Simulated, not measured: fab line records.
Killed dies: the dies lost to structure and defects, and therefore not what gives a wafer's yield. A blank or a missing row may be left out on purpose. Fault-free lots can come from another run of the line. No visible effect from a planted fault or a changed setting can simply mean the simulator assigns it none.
Matching of chambers / flow sky130 / SKY_METAL3_ETCH_17 on rie-diel-02: 4 sister chambers
The step etches SiO2 in C4F8/O2/Ar, stops on TiN, time 3.9 s, target depth 15 nm. 8 wafers are shown with their chamber, then 7 later ones without.

== WAFERS PAIRED WITH THEIR CHAMBERS ==
wafer=L086.6; chamber=2; oes-product-au (a.u.)=0.743
wafer=L090.4; chamber=2; oes-product-au (a.u.)=0.748
wafer=L090.5; chamber=1; oes-product-au (a.u.)=0.759
wafer=L092.1; chamber=3; oes-product-au (a.u.)=0.762
wafer=L092.2; chamber=1; oes-product-au (a.u.)=0.773
wafer=L092.4; chamber=0; oes-product-au (a.u.)=0.772
wafer=L094.1; chamber=3; oes-product-au (a.u.)=0.748
wafer=L094.4; chamber=0; oes-product-au (a.u.)=0.754

== WAFERS WITH NO CHAMBER GIVEN ==
wafer=L094.5; oes-product-au (a.u.)=0.758
wafer=L095.1; oes-product-au (a.u.)=0.763
wafer=L095.5; oes-product-au (a.u.)=0.776
wafer=L095.6; oes-product-au (a.u.)=0.774
wafer=L096.2; oes-product-au (a.u.)=0.751
wafer=L096.3; oes-product-au (a.u.)=0.760
wafer=L096.6; oes-product-au (a.u.)=0.774

== EACH ONE'S CHAMBER ==
wafer=L094.5; from the rows above=can't be placed: 3 or 0 or 1 or 2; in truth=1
wafer=L095.1; from the rows above=can't be placed: 0 or 1 or 3 or 2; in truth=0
wafer=L095.5; from the rows above=can't be placed: 1 or 0 or 3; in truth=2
wafer=L095.6; from the rows above=can't be placed: 1 or 0 or 3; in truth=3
wafer=L096.2; from the rows above=can't be placed: 3 or 2 or 0 or 1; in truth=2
wafer=L096.3; from the rows above=can't be placed: 0 or 3 or 1 or 2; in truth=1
wafer=L096.6; from the rows above=can't be placed: 1 or 0 or 3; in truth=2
Correctly placed: 0 of 7. Not placeable from these rows: 7 (in 5, the candidates include the true chamber). Placed wrongly: 0.
How it was worked out, from the rows above alone: a wafer's distance from a chamber is the root of the sum, over the readings, of the square of ((its reading less the chamber's mean) divided by the reading's scatter). If the next closest chamber is less than 2 further off than the closest, the wafer can't be placed; otherwise it belongs to the closest. Each chamber's mean is taken over the wafers shown for it. The scatter: take each reading less its chamber's mean, square it, sum over the shown wafers, divide by the number of wafers less the number of chambers, and take the root.
